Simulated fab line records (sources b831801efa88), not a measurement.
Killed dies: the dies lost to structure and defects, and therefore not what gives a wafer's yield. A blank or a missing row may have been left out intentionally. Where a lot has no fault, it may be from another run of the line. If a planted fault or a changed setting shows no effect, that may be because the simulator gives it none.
fab line records / flow sky130
record lots=15 wafers=45 lastDay=50
route steps=708 shown VT_ADJUST_HVTR@137 SONOS_ONO@171 CONTACT@410
lots untouched by any fault: they come from a run of this same line in which no faults occurred
startH: hours from the record's first day to the start of the lot's first wafer shown / waitH: hours from the lot's prior step to this one / " unchanged from the row above / L1.1+2: several wafers, shown together as one row / - no value present, or no start provided / * or withheld: withheld / < > ~ a bound
route shown NAME@n: a module of which the file shows steps, and the number in the route of the first / usual: mean/standard deviation of fault-free wafers / same: alike in all rows / chamber/n: place in a boat / sites: per-site readings / _std_site: standard deviation of those values / _edge_site: inner sites' mean taken away from outer sites' mean / radiusMm: for every site, how far away it sits from the centre of the wafer / mask NAME#n: copy n / behind: the last tool/chamber to shape the wafer / hold: what put the lot on hold/how long, in hours/how the hold closed / device: the n, p or np transistor that did not switch / end of line: tests of these same wafers at the route's end / a step given without rows: its recipe and nothing more / killed: count of dies lost to structure and defects at first sort (not the wafer's yield) / map: the dies of a wafer, with x for killed, . for not killed, _ for no die there
set.NAME: setting as actually run; set.NAME@STEP: the setting as run at that earlier step / model.NAME: the simulator's own value behind a step, which no gauge read
a sample of lots followed through the steps of the route, with each step as a table and each wafer as a row
services: the hour from which a tool's chamber was out of use, counted from the record's first day as startH (under 0 if before that day), plus the number of hours and why
## steps
# step SKY_VT_ADJUST_HVTR_DEVELOP_06
# recipe developTimeS=60 devTempC=23
lot.wafer=L283.1+2+6 tool=lithoTrack-04 chamber=0 startH=201.81 waitH=0.1
lot.wafer=L285.1+5+6 tool=lithoTrack-04 chamber=0 startH=213.86 waitH=0.1
lot.wafer=L286.2+5+6 tool=lithoTrack-04 chamber=0 startH=224.54 waitH=0.1
lot.wafer=L287.3+4+6 tool=lithoTrack-04 chamber=0 startH=231.16 waitH=0.1
lot.wafer=L288.2+3+4 tool=lithoTrack-04 chamber=0 startH=239.09 waitH=0.1
lot.wafer=L289.2+5+6 tool=lithoTrack-04 chamber=0 startH=244.09 waitH=0.1
lot.wafer=L290.1+2+6 tool=lithoTrack-02 chamber=0 startH=254.69 waitH=0.1
lot.wafer=L299.2+5+6 tool=lithoTrack-03 chamber=0 startH=321.12 waitH=0.1
lot.wafer=L300.2+3+4 tool=lithoTrack-02 chamber=0 startH=328.27 waitH=0.1
lot.wafer=L301.1+3+4 tool=lithoTrack-04 chamber=0 startH=331.21 waitH=0.1
lot.wafer=L302.4+5+6 tool=lithoTrack-03 chamber=0 startH=339.67 waitH=0.1
lot.wafer=L303.2+4+6 tool=lithoTrack-04 chamber=0 startH=348.74 waitH=0.1
lot.wafer=L304.3+4+5 tool=lithoTrack-03 chamber=0 startH=357.99 waitH=0.1
lot.wafer=L305.4+5+6 tool=lithoTrack-04 chamber=0 startH=363.29 waitH=0.1
lot.wafer=L306.3+4+5 tool=lithoTrack-02 chamber=0 startH=374.09 waitH=0.1
# step SKY_VT_ADJUST_HVTR_TW_MEAS_11
# usual VT_ADJUST_HVTR_TW=208.4/1.9
lot.wafer=L283.1 tool=filmMetro-02 chamber=- startH=202.37 waitH=0.1 VT_ADJUST_HVTR_TW=207.2
lot.wafer=L283.2 tool=filmMetro-02 chamber=- startH=202.37 waitH=0.1 VT_ADJUST_HVTR_TW=208.0
lot.wafer=L283.6 tool=filmMetro-02 chamber=- startH=202.37 waitH=0.1 VT_ADJUST_HVTR_TW=207.2
lot.wafer=L285.1 tool=filmMetro-04 chamber=- startH=214.42 waitH=0.1 VT_ADJUST_HVTR_TW=207.4
lot.wafer=L285.5 tool=filmMetro-04 chamber=- startH=214.42 waitH=0.1 VT_ADJUST_HVTR_TW=207.4
lot.wafer=L285.6 tool=filmMetro-04 chamber=- startH=214.42 waitH=0.1 VT_ADJUST_HVTR_TW=207.0
lot.wafer=L286.2 tool=filmMetro-04 chamber=- startH=225.08 waitH=0.1 VT_ADJUST_HVTR_TW=209.5
lot.wafer=L286.5 tool=filmMetro-04 chamber=- startH=225.08 waitH=0.1 VT_ADJUST_HVTR_TW=208.6
lot.wafer=L286.6 tool=filmMetro-04 chamber=- startH=225.08 waitH=0.1 VT_ADJUST_HVTR_TW=208.0
lot.wafer=L287.3 tool=filmMetro-04 chamber=- startH=231.69 waitH=0.1 VT_ADJUST_HVTR_TW=30.0
lot.wafer=L287.4 tool=filmMetro-04 chamber=- startH=231.69 waitH=0.1 VT_ADJUST_HVTR_TW=29.9
lot.wafer=L287.6 tool=filmMetro-04 chamber=- startH=231.69 waitH=0.1 VT_ADJUST_HVTR_TW=30.0
lot.wafer=L288.2 tool=filmMetro-04 chamber=- startH=239.63 waitH=0.1 VT_ADJUST_HVTR_TW=30.1
lot.wafer=L288.3 tool=filmMetro-04 chamber=- startH=239.63 waitH=0.1 VT_ADJUST_HVTR_TW=30.1
lot.wafer=L288.4 tool=filmMetro-04 chamber=- startH=239.63 waitH=0.1 VT_ADJUST_HVTR_TW=30.1
lot.wafer=L289.2 tool=filmMetro-04 chamber=- startH=244.63 waitH=0.1 VT_ADJUST_HVTR_TW=30.3
lot.wafer=L289.5 tool=filmMetro-04 chamber=- startH=244.63 waitH=0.1 VT_ADJUST_HVTR_TW=30.2
lot.wafer=L289.6 tool=filmMetro-04 chamber=- startH=244.63 waitH=0.1 VT_ADJUST_HVTR_TW=30.1
lot.wafer=L290.1 tool=filmMetro-01 chamber=- startH=255.25 waitH=0.1 VT_ADJUST_HVTR_TW=209.5
lot.wafer=L290.2 tool=filmMetro-01 chamber=- startH=255.25 waitH=0.1 VT_ADJUST_HVTR_TW=210.7
lot.wafer=L290.6 tool=filmMetro-01 chamber=- startH=255.25 waitH=0.1 VT_ADJUST_HVTR_TW=210.4
lot.wafer=L299.2 tool=filmMetro-02 chamber=- startH=321.66 waitH=0.1 VT_ADJUST_HVTR_TW=206.3
lot.wafer=L299.5 tool=filmMetro-02 chamber=- startH=321.66 waitH=0.1 VT_ADJUST_HVTR_TW=205.0
lot.wafer=L299.6 tool=filmMetro-02 chamber=- startH=321.66 waitH=0.1 VT_ADJUST_HVTR_TW=205.2
lot.wafer=L300.2 tool=filmMetro-01 chamber=- startH=328.81 waitH=0.1 VT_ADJUST_HVTR_TW=210.5
lot.wafer=L300.3 tool=filmMetro-01 chamber=- startH=328.81 waitH=0.1 VT_ADJUST_HVTR_TW=209.6
lot.wafer=L300.4 tool=filmMetro-01 chamber=- startH=328.81 waitH=0.1 VT_ADJUST_HVTR_TW=210.3
lot.wafer=L301.1 tool=filmMetro-04 chamber=- startH=331.77 waitH=0.1 VT_ADJUST_HVTR_TW=209.9
lot.wafer=L301.3 tool=filmMetro-04 chamber=- startH=331.77 waitH=0.1 VT_ADJUST_HVTR_TW=208.7
lot.wafer=L301.4 tool=filmMetro-04 chamber=- startH=331.77 waitH=0.1 VT_ADJUST_HVTR_TW=209.3
lot.wafer=L302.4 tool=filmMetro-02 chamber=- startH=340.18 waitH=0.1 VT_ADJUST_HVTR_TW=206.6
lot.wafer=L302.5 tool=filmMetro-02 chamber=- startH=340.18 waitH=0.1 VT_ADJUST_HVTR_TW=206.7
lot.wafer=L302.6 tool=filmMetro-02 chamber=- startH=340.18 waitH=0.1 VT_ADJUST_HVTR_TW=205.3
lot.wafer=L303.2 tool=filmMetro-01 chamber=- startH=349.28 waitH=0.1 VT_ADJUST_HVTR_TW=210.7
lot.wafer=L303.4 tool=filmMetro-01 chamber=- startH=349.28 waitH=0.1 VT_ADJUST_HVTR_TW=209.5
lot.wafer=L303.6 tool=filmMetro-01 chamber=- startH=349.28 waitH=0.1 VT_ADJUST_HVTR_TW=211.1
lot.wafer=L304.3 tool=filmMetro-02 chamber=- startH=358.52 waitH=0.1 VT_ADJUST_HVTR_TW=205.2
lot.wafer=L304.4 tool=filmMetro-02 chamber=- startH=358.52 waitH=0.1 VT_ADJUST_HVTR_TW=206.5
lot.wafer=L304.5 tool=filmMetro-02 chamber=- startH=358.52 waitH=0.1 VT_ADJUST_HVTR_TW=206.6
lot.wafer=L305.4 tool=filmMetro-02 chamber=- startH=363.80 waitH=0.1 VT_ADJUST_HVTR_TW=206.3
lot.wafer=L305.5 tool=filmMetro-02 chamber=- startH=363.80 waitH=0.1 VT_ADJUST_HVTR_TW=206.3
lot.wafer=L305.6 tool=filmMetro-02 chamber=- startH=363.80 waitH=0.1 VT_ADJUST_HVTR_TW=206.2
lot.wafer=L306.3 tool=filmMetro-02 chamber=- startH=374.62 waitH=0.1 VT_ADJUST_HVTR_TW=207.5
lot.wafer=L306.4 tool=filmMetro-02 chamber=- startH=374.62 waitH=0.1 VT_ADJUST_HVTR_TW=207.8
lot.wafer=L306.5 tool=filmMetro-02 chamber=- startH=374.62 waitH=0.1 VT_ADJUST_HVTR_TW=205.6
# step SKY_SONOS_ONO_THK_MEAS_03
# recipe reads=Si3N4_of_SONOS_ONO_CVD_02
# usual SONOS_ONO_CVD_02_THK=10.40/0.12
lot.wafer=L283.1 tool=filmMetro-01 chamber=- startH=252.69 waitH=0.0 SONOS_ONO_CVD_02_THK[nm]=10.34
lot.wafer=L283.2 tool=filmMetro-01 chamber=- startH=252.69 waitH=0.0 SONOS_ONO_CVD_02_THK[nm]=10.17
lot.wafer=L283.6 tool=filmMetro-01 chamber=- startH=252.69 waitH=0.0 SONOS_ONO_CVD_02_THK[nm]=10.28
lot.wafer=L285.1 tool=filmMetro-01 chamber=- startH=264.56 waitH=0.0 SONOS_ONO_CVD_02_THK[nm]=10.36
lot.wafer=L285.5 tool=filmMetro-01 chamber=- startH=264.56 waitH=0.0 SONOS_ONO_CVD_02_THK[nm]=10.32
lot.wafer=L285.6 tool=filmMetro-01 chamber=- startH=264.56 waitH=0.0 SONOS_ONO_CVD_02_THK[nm]=10.44
lot.wafer=L286.2 tool=filmMetro-03 chamber=- startH=278.40 waitH=0.0 SONOS_ONO_CVD_02_THK[nm]=10.38
lot.wafer=L286.5 tool=filmMetro-03 chamber=- startH=278.40 waitH=0.0 SONOS_ONO_CVD_02_THK[nm]=10.56
lot.wafer=L286.6 tool=filmMetro-03 chamber=- startH=278.40 waitH=0.0 SONOS_ONO_CVD_02_THK[nm]=10.62
lot.wafer=L287.3 tool=filmMetro-01 chamber=- startH=283.81 waitH=0.0 SONOS_ONO_CVD_02_THK[nm]=10.35
lot.wafer=L287.4 tool=filmMetro-01 chamber=- startH=283.81 waitH=0.0 SONOS_ONO_CVD_02_THK[nm]=10.23
lot.wafer=L287.6 tool=filmMetro-01 chamber=- startH=283.81 waitH=0.0 SONOS_ONO_CVD_02_THK[nm]=10.34
lot.wafer=L288.2 tool=filmMetro-01 chamber=- startH=291.36 waitH=0.0 SONOS_ONO_CVD_02_THK[nm]=10.52
lot.wafer=L288.3 tool=filmMetro-01 chamber=- startH=291.36 waitH=0.0 SONOS_ONO_CVD_02_THK[nm]=10.52
lot.wafer=L288.4 tool=filmMetro-01 chamber=- startH=291.36 waitH=0.0 SONOS_ONO_CVD_02_THK[nm]=10.48
lot.wafer=L289.2 tool=filmMetro-01 chamber=- startH=297.55 waitH=0.0 SONOS_ONO_CVD_02_THK[nm]=10.32
lot.wafer=L289.5 tool=filmMetro-01 chamber=- startH=297.55 waitH=0.0 SONOS_ONO_CVD_02_THK[nm]=10.32
lot.wafer=L289.6 tool=filmMetro-01 chamber=- startH=297.55 waitH=0.0 SONOS_ONO_CVD_02_THK[nm]=10.26
lot.wafer=L290.1 tool=filmMetro-01 chamber=- startH=309.75 waitH=0.0 SONOS_ONO_CVD_02_THK[nm]=10.37
lot.wafer=L290.2 tool=filmMetro-01 chamber=- startH=309.75 waitH=0.0 SONOS_ONO_CVD_02_THK[nm]=10.41
lot.wafer=L290.6 tool=filmMetro-01 chamber=- startH=309.75 waitH=0.0 SONOS_ONO_CVD_02_THK[nm]=10.29
lot.wafer=L299.2 tool=filmMetro-03 chamber=- startH=381.79 waitH=0.0 SONOS_ONO_CVD_02_THK[nm]=10.43
lot.wafer=L299.5 tool=filmMetro-03 chamber=- startH=381.79 waitH=0.0 SONOS_ONO_CVD_02_THK[nm]=10.45
lot.wafer=L299.6 tool=filmMetro-03 chamber=- startH=381.79 waitH=0.0 SONOS_ONO_CVD_02_THK[nm]=10.56
lot.wafer=L300.2 tool=filmMetro-04 chamber=- startH=390.73 waitH=0.0 SONOS_ONO_CVD_02_THK[nm]=10.29
lot.wafer=L300.3 tool=filmMetro-04 chamber=- startH=390.73 waitH=0.0 SONOS_ONO_CVD_02_THK[nm]=10.29
lot.wafer=L300.4 tool=filmMetro-04 chamber=- startH=390.73 waitH=0.0 SONOS_ONO_CVD_02_THK[nm]=10.29
lot.wafer=L301.1 tool=filmMetro-03 chamber=- startH=392.37 waitH=0.0 SONOS_ONO_CVD_02_THK[nm]=10.35
lot.wafer=L301.3 tool=filmMetro-03 chamber=- startH=392.37 waitH=0.0 SONOS_ONO_CVD_02_THK[nm]=10.38
lot.wafer=L301.4 tool=filmMetro-03 chamber=- startH=392.37 waitH=0.0 SONOS_ONO_CVD_02_THK[nm]=10.27
lot.wafer=L302.4 tool=filmMetro-03 chamber=- startH=401.91 waitH=0.0 SONOS_ONO_CVD_02_THK[nm]=10.60
lot.wafer=L302.5 tool=filmMetro-03 chamber=- startH=401.91 waitH=0.0 SONOS_ONO_CVD_02_THK[nm]=10.58
lot.wafer=L302.6 tool=filmMetro-03 chamber=- startH=401.91 waitH=0.0 SONOS_ONO_CVD_02_THK[nm]=10.59
lot.wafer=L303.2 tool=filmMetro-04 chamber=- startH=412.67 waitH=0.0 SONOS_ONO_CVD_02_THK[nm]=10.48
lot.wafer=L303.4 tool=filmMetro-04 chamber=- startH=412.67 waitH=0.0 SONOS_ONO_CVD_02_THK[nm]=10.42
lot.wafer=L303.6 tool=filmMetro-04 chamber=- startH=412.67 waitH=0.0 SONOS_ONO_CVD_02_THK[nm]=10.51
lot.wafer=L304.3 tool=filmMetro-01 chamber=- startH=423.62 waitH=0.0 SONOS_ONO_CVD_02_THK[nm]=10.37
lot.wafer=L304.4 tool=filmMetro-01 chamber=- startH=423.62 waitH=0.0 SONOS_ONO_CVD_02_THK[nm]=10.32
lot.wafer=L304.5 tool=filmMetro-01 chamber=- startH=423.62 waitH=0.0 SONOS_ONO_CVD_02_THK[nm]=10.31
lot.wafer=L305.4 tool=filmMetro-04 chamber=- startH=432.50 waitH=0.0 SONOS_ONO_CVD_02_THK[nm]=10.33
lot.wafer=L305.5 tool=filmMetro-04 chamber=- startH=432.50 waitH=0.0 SONOS_ONO_CVD_02_THK[nm]=10.38
lot.wafer=L305.6 tool=filmMetro-04 chamber=- startH=432.50 waitH=0.0 SONOS_ONO_CVD_02_THK[nm]=10.34
lot.wafer=L306.3 tool=filmMetro-01 chamber=- startH=436.69 waitH=0.0 SONOS_ONO_CVD_02_THK[nm]=10.42
lot.wafer=L306.4 tool=filmMetro-01 chamber=- startH=436.69 waitH=0.0 SONOS_ONO_CVD_02_THK[nm]=10.68
lot.wafer=L306.5 tool=filmMetro-01 chamber=- startH=436.69 waitH=0.0 SONOS_ONO_CVD_02_THK[nm]=10.48
# step SKY_CONTACT_CMP_04
# recipe material=SiO2 downForcePsi=4 platenRpm=60 padVelocityMS=0.94248
# usual motorCurrentA=12.2/0.87 timeToEndpointS=84/3.7
lot.wafer=L283.1 tool=cmp-01 chamber=0 startH=703.32 waitH=0.1 motorCurrentA=12.1 timeToEndpointS=81
lot.wafer=L283.2 tool=cmp-01 chamber=1 startH=703.32 waitH=0.1 motorCurrentA=12.3 timeToEndpointS=81
lot.wafer=L283.6 tool=cmp-01 chamber=3 startH=703.32 waitH=0.1 motorCurrentA=12.6 timeToEndpointS=87
lot.wafer=L285.1 tool=cmp-01 chamber=1 startH=717.29 waitH=0.2 motorCurrentA=12.2 timeToEndpointS=83
lot.wafer=L285.6 tool=cmp-01 chamber=1 startH=717.29 waitH=0.2 motorCurrentA=13.3 timeToEndpointS=82
lot.wafer=L285.5 tool=cmp-01 chamber=2 startH=717.29 waitH=0.2 motorCurrentA=13.1 timeToEndpointS=82
lot.wafer=L286.2 tool=cmp-01 chamber=3 startH=725.83 waitH=0.2 motorCurrentA=12.7 timeToEndpointS=83
lot.wafer=L286.6 tool=cmp-01 chamber=0 startH=725.83 waitH=0.2 motorCurrentA=12.7 timeToEndpointS=81
lot.wafer=L286.5 tool=cmp-01 chamber=1 startH=725.83 waitH=0.2 motorCurrentA=12.8 timeToEndpointS=82
lot.wafer=L287.3 tool=cmp-01 chamber=0 startH=735.79 waitH=0.0 motorCurrentA=12.7 timeToEndpointS=89
lot.wafer=L287.4 tool=cmp-01 chamber=1 startH=735.79 waitH=0.0 motorCurrentA=12.5 timeToEndpointS=89
lot.wafer=L287.6 tool=cmp-01 chamber=1 startH=735.79 waitH=0.0 motorCurrentA=13.1 timeToEndpointS=89
lot.wafer=L288.4 tool=cmp-02 chamber=0 startH=746.86 waitH=0.0 motorCurrentA=12.8 timeToEndpointS=80
lot.wafer=L288.2 tool=cmp-02 chamber=1 startH=746.86 waitH=0.0 motorCurrentA=11.8 timeToEndpointS=86
lot.wafer=L288.3 tool=cmp-02 chamber=3 startH=746.86 waitH=0.0 motorCurrentA=11.6 timeToEndpointS=88
lot.wafer=L289.2 tool=cmp-02 chamber=3 startH=748.25 waitH=0.1 motorCurrentA=11.3 timeToEndpointS=86
lot.wafer=L289.6 tool=cmp-02 chamber=2 startH=748.25 waitH=0.1 motorCurrentA=11.0 timeToEndpointS=86
lot.wafer=L289.5 tool=cmp-02 chamber=3 startH=748.25 waitH=0.1 motorCurrentA=11.5 timeToEndpointS=87
lot.wafer=L290.1 tool=cmp-02 chamber=1 startH=764.86 waitH=0.1 motorCurrentA=11.7 timeToEndpointS=86
lot.wafer=L290.2 tool=cmp-02 chamber=0 startH=764.86 waitH=0.1 motorCurrentA=12.3 timeToEndpointS=84
lot.wafer=L290.6 tool=cmp-02 chamber=1 startH=764.86 waitH=0.1 motorCurrentA=12.1 timeToEndpointS=89
lot.wafer=L299.2 tool=cmp-01 chamber=0 startH=833.08 waitH=0.1 motorCurrentA=12.2 timeToEndpointS=77
lot.wafer=L299.5 tool=cmp-01 chamber=3 startH=833.08 waitH=0.1 motorCurrentA=13.1 timeToEndpointS=82
lot.wafer=L299.6 tool=cmp-01 chamber=0 startH=833.08 waitH=0.1 motorCurrentA=12.4 timeToEndpointS=80
lot.wafer=L300.4 tool=cmp-01 chamber=2 startH=840.45 waitH=0.0 motorCurrentA=13.4 timeToEndpointS=79
lot.wafer=L300.3 tool=cmp-01 chamber=3 startH=840.45 waitH=0.0 motorCurrentA=12.4 timeToEndpointS=79
lot.wafer=L300.2 tool=cmp-01 chamber=1 startH=840.45 waitH=0.0 motorCurrentA=12.3 timeToEndpointS=80
lot.wafer=L301.1 tool=cmp-02 chamber=2 startH=842.85 waitH=0.1 motorCurrentA=10.7 timeToEndpointS=82
lot.wafer=L301.4 tool=cmp-02 chamber=3 startH=842.85 waitH=0.1 motorCurrentA=11.5 timeToEndpointS=79
lot.wafer=L301.3 tool=cmp-02 chamber=0 startH=842.85 waitH=0.1 motorCurrentA=12.8 timeToEndpointS=74
lot.wafer=L303.4 tool=cmp-01 chamber=0 startH=863.06 waitH=0.0 motorCurrentA=11.3 timeToEndpointS=85
lot.wafer=L303.2 tool=cmp-01 chamber=1 startH=863.06 waitH=0.0 motorCurrentA=12.5 timeToEndpointS=82
lot.wafer=L303.6 tool=cmp-01 chamber=1 startH=863.06 waitH=0.0 motorCurrentA=12.2 timeToEndpointS=89
lot.wafer=L302.4 tool=cmp-01 chamber=2 startH=865.84 waitH=0.2 motorCurrentA=13.0 timeToEndpointS=79
lot.wafer=L302.6 tool=cmp-01 chamber=2 startH=865.84 waitH=0.2 motorCurrentA=12.7 timeToEndpointS=85
lot.wafer=L302.5 tool=cmp-01 chamber=3 startH=865.84 waitH=0.2 motorCurrentA=13.0 timeToEndpointS=88
lot.wafer=L304.3 tool=cmp-01 chamber=2 startH=867.06 waitH=0.1 motorCurrentA=12.7 timeToEndpointS=87
lot.wafer=L304.4 tool=cmp-01 chamber=3 startH=867.06 waitH=0.1 motorCurrentA=12.3 timeToEndpointS=90
lot.wafer=L304.5 tool=cmp-01 chamber=2 startH=867.06 waitH=0.1 motorCurrentA=12.8 timeToEndpointS=84
lot.wafer=L305.4 tool=cmp-01 chamber=0 startH=873.33 waitH=0.1 motorCurrentA=12.4 timeToEndpointS=86
lot.wafer=L305.6 tool=cmp-01 chamber=2 startH=873.33 waitH=0.1 motorCurrentA=13.1 timeToEndpointS=84
lot.wafer=L305.5 tool=cmp-01 chamber=3 startH=873.33 waitH=0.1 motorCurrentA=13.2 timeToEndpointS=84
lot.wafer=L306.3 tool=cmp-01 chamber=0 startH=879.23 waitH=0.1 motorCurrentA=10.6 timeToEndpointS=85
lot.wafer=L306.4 tool=cmp-01 chamber=1 startH=879.23 waitH=0.1 motorCurrentA=11.8 timeToEndpointS=81
lot.wafer=L306.5 tool=cmp-01 chamber=3 startH=879.23 waitH=0.1 motorCurrentA=13.9 timeToEndpointS=89
# step SKY_CONTACT_RS_MEAS_25
# recipe thkMeasGauge=four-point-probe reads=W_of_CONTACT_CVD_24+TiN_of_CONTACT_SPUTTER_23
# usual CONTACT_W_RS=0.340/0.0033
lot.wafer=L283.1 tool=filmMetro-03 chamber=- startH=733.00 waitH=0.1 CONTACT_W_RS[ohm/sq]=0.339
lot.wafer=L283.2 tool=filmMetro-03 chamber=- startH=733.00 waitH=0.1 CONTACT_W_RS[ohm/sq]=0.338
lot.wafer=L283.6 tool=filmMetro-03 chamber=- startH=733.00 waitH=0.1 CONTACT_W_RS[ohm/sq]=0.339
lot.wafer=L285.1 tool=filmMetro-01 chamber=- startH=746.30 waitH=0.1 CONTACT_W_RS[ohm/sq]=0.341
lot.wafer=L285.5 tool=filmMetro-01 chamber=- startH=746.30 waitH=0.1 CONTACT_W_RS[ohm/sq]=0.341
lot.wafer=L285.6 tool=filmMetro-01 chamber=- startH=746.30 waitH=0.1 CONTACT_W_RS[ohm/sq]=0.336
lot.wafer=L286.2 tool=filmMetro-03 chamber=- startH=754.07 waitH=0.1 CONTACT_W_RS[ohm/sq]=0.343
lot.wafer=L286.5 tool=filmMetro-03 chamber=- startH=754.07 waitH=0.1 CONTACT_W_RS[ohm/sq]=0.339
lot.wafer=L286.6 tool=filmMetro-03 chamber=- startH=754.07 waitH=0.1 CONTACT_W_RS[ohm/sq]=0.343
lot.wafer=L287.3 tool=filmMetro-03 chamber=- startH=765.25 waitH=0.1 CONTACT_W_RS[ohm/sq]=0.341
lot.wafer=L287.4 tool=filmMetro-03 chamber=- startH=765.25 waitH=0.1 CONTACT_W_RS[ohm/sq]=0.343
lot.wafer=L287.6 tool=filmMetro-03 chamber=- startH=765.25 waitH=0.1 CONTACT_W_RS[ohm/sq]=0.338
lot.wafer=L288.2 tool=filmMetro-01 chamber=- startH=775.85 waitH=0.1 CONTACT_W_RS[ohm/sq]=0.340
lot.wafer=L288.3 tool=filmMetro-01 chamber=- startH=775.85 waitH=0.1 CONTACT_W_RS[ohm/sq]=0.343
lot.wafer=L288.4 tool=filmMetro-01 chamber=- startH=775.85 waitH=0.1 CONTACT_W_RS[ohm/sq]=0.343
lot.wafer=L289.2 tool=filmMetro-03 chamber=- startH=777.16 waitH=0.1 CONTACT_W_RS[ohm/sq]=0.338
lot.wafer=L289.5 tool=filmMetro-03 chamber=- startH=777.16 waitH=0.1 CONTACT_W_RS[ohm/sq]=0.338
lot.wafer=L289.6 tool=filmMetro-03 chamber=- startH=777.16 waitH=0.1 CONTACT_W_RS[ohm/sq]=0.343
lot.wafer=L290.1 tool=filmMetro-01 chamber=- startH=791.90 waitH=0.1 CONTACT_W_RS[ohm/sq]=0.341
lot.wafer=L290.2 tool=filmMetro-01 chamber=- startH=791.90 waitH=0.1 CONTACT_W_RS[ohm/sq]=0.344
lot.wafer=L290.6 tool=filmMetro-01 chamber=- startH=791.90 waitH=0.1 CONTACT_W_RS[ohm/sq]=0.343
lot.wafer=L299.2 tool=filmMetro-01 chamber=- startH=860.38 waitH=0.1 CONTACT_W_RS[ohm/sq]=0.337
lot.wafer=L299.5 tool=filmMetro-01 chamber=- startH=860.38 waitH=0.1 CONTACT_W_RS[ohm/sq]=0.338
lot.wafer=L299.6 tool=filmMetro-01 chamber=- startH=860.38 waitH=0.1 CONTACT_W_RS[ohm/sq]=0.337
lot.wafer=L300.2 tool=filmMetro-01 chamber=- startH=868.13 waitH=0.1 CONTACT_W_RS[ohm/sq]=0.344
lot.wafer=L300.3 tool=filmMetro-01 chamber=- startH=868.13 waitH=0.1 CONTACT_W_RS[ohm/sq]=0.337
lot.wafer=L300.4 tool=filmMetro-01 chamber=- startH=868.13 waitH=0.1 CONTACT_W_RS[ohm/sq]=0.343
lot.wafer=L301.1 tool=filmMetro-01 chamber=- startH=871.03 waitH=0.1 CONTACT_W_RS[ohm/sq]=0.340
lot.wafer=L301.3 tool=filmMetro-01 chamber=- startH=871.03 waitH=0.1 CONTACT_W_RS[ohm/sq]=0.342
lot.wafer=L301.4 tool=filmMetro-01 chamber=- startH=871.03 waitH=0.1 CONTACT_W_RS[ohm/sq]=0.335
lot.wafer=L303.2 tool=filmMetro-03 chamber=- startH=891.03 waitH=0.1 CONTACT_W_RS[ohm/sq]=0.338
lot.wafer=L303.4 tool=filmMetro-03 chamber=- startH=891.03 waitH=0.1 CONTACT_W_RS[ohm/sq]=0.337
lot.wafer=L303.6 tool=filmMetro-03 chamber=- startH=891.03 waitH=0.1 CONTACT_W_RS[ohm/sq]=0.338
lot.wafer=L302.4 tool=filmMetro-01 chamber=- startH=892.95 waitH=0.1 CONTACT_W_RS[ohm/sq]=0.345
lot.wafer=L302.5 tool=filmMetro-01 chamber=- startH=892.95 waitH=0.1 CONTACT_W_RS[ohm/sq]=0.338
lot.wafer=L302.6 tool=filmMetro-01 chamber=- startH=892.95 waitH=0.1 CONTACT_W_RS[ohm/sq]=0.343
lot.wafer=L304.3 tool=filmMetro-03 chamber=- startH=893.85 waitH=0.1 CONTACT_W_RS[ohm/sq]=0.333
lot.wafer=L304.4 tool=filmMetro-03 chamber=- startH=893.85 waitH=0.1 CONTACT_W_RS[ohm/sq]=0.340
lot.wafer=L304.5 tool=filmMetro-03 chamber=- startH=893.85 waitH=0.1 CONTACT_W_RS[ohm/sq]=0.334
lot.wafer=L305.4 tool=filmMetro-01 chamber=- startH=900.22 waitH=0.1 CONTACT_W_RS[ohm/sq]=0.343
lot.wafer=L305.5 tool=filmMetro-01 chamber=- startH=900.22 waitH=0.1 CONTACT_W_RS[ohm/sq]=0.345
lot.wafer=L305.6 tool=filmMetro-01 chamber=- startH=900.22 waitH=0.1 CONTACT_W_RS[ohm/sq]=0.341
lot.wafer=L306.3 tool=filmMetro-01 chamber=- startH=905.90 waitH=0.1 CONTACT_W_RS[ohm/sq]=0.333
lot.wafer=L306.4 tool=filmMetro-01 chamber=- startH=905.90 waitH=0.1 CONTACT_W_RS[ohm/sq]=0.336
lot.wafer=L306.5 tool=filmMetro-01 chamber=- startH=905.90 waitH=0.1 CONTACT_W_RS[ohm/sq]=0.337
## services
tool=cmp-01 chamber=- startH=199.25 hours=1.1 kind=repair
tool=cmp-01 chamber=- startH=209.37 hours=0.8 kind=repair
tool=cmp-02 chamber=- startH=232.00 hours=4.0 kind=pm
tool=cmp-02 chamber=- startH=286.90 hours=8.3 kind=pm
tool=cmp-01 chamber=- startH=295.76 hours=0.9 kind=repair
tool=cmp-01 chamber=- startH=323.93 hours=1.4 kind=repair
tool=cmp-01 chamber=- startH=331.41 hours=8.4 kind=pm
tool=cmp-01 chamber=- startH=392.44 hours=0.5 kind=repair
tool=cmp-01 chamber=- startH=404.09 hours=4.0 kind=pm
tool=cmp-01 chamber=- startH=405.58 hours=0.4 kind=repair
tool=cmp-01 chamber=- startH=470.74 hours=1.4 kind=repair
tool=cmp-01 chamber=- startH=472.68 hours=1.3 kind=repair
tool=cmp-01 chamber=- startH=497.19 hours=0.7 kind=repair
tool=cmp-01 chamber=- startH=527.10 hours=3.5 kind=pm
tool=cmp-01 chamber=- startH=551.24 hours=1.0 kind=repair
tool=cmp-01 chamber=- startH=568.83 hours=3.9 kind=repair
tool=cmp-01 chamber=- startH=569.88 hours=0.9 kind=repair
tool=cmp-01 chamber=- startH=681.98 hours=4.3 kind=repair
tool=cmp-01 chamber=- startH=703.65 hours=6.5 kind=pm
tool=cmp-01 chamber=- startH=744.09 hours=4.0 kind=pm
tool=cmp-01 chamber=- startH=756.82 hours=1.8 kind=repair
tool=cmp-01 chamber=- startH=765.95 hours=2.9 kind=repair
tool=cmp-01 chamber=- startH=834.45 hours=0.3 kind=repair
tool=cmp-01 chamber=- startH=844.01 hours=0.3 kind=repair
## key
firstSign step=SKY_VT_ADJUST_HVTR_TW_MEAS_11 reading=VT_ADJUST_HVTR_TW direction=down sigmas=94 usual=208.4 struck=30.1
effect none on later readings
metAt SKY_VT_ADJUST_HVTR_DEVELOP_06
struckLots L287,L288,L289
sortLeftOut L287.3,L287.4,L287.6,L288.2,L288.3,L288.4,L289.2,L289.5,L289.6
testerLeftOut L287,L288,L289
notActingAt SKY_SONOS_ONO_THK_MEAS_03,SKY_CONTACT_CMP_04,SKY_CONTACT_RS_MEAS_25
onsetBetween 224.54 231.16
fault kind=processParameterDrift tool=lithoTrack-04 chamber=- onsetH=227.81 steps=SKY_VT_ADJUST_HVTR_DEVELOP_06 channel=developTimeS offset=* shape=step endH=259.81 actsIn=* stated=*
# testerLeftOut: of these lots the tester's yield and bins aren't shown, on N5 and GAA mostly nor the transistor test; their killed dies are dies lost to structure and defects alone, not to doping, threshold or leakage, so they don't give the yield
# sortLeftOut: the simulated sort isn't trusted on such a fault, so these wafers' sort isn't shown, and their yield isn't known
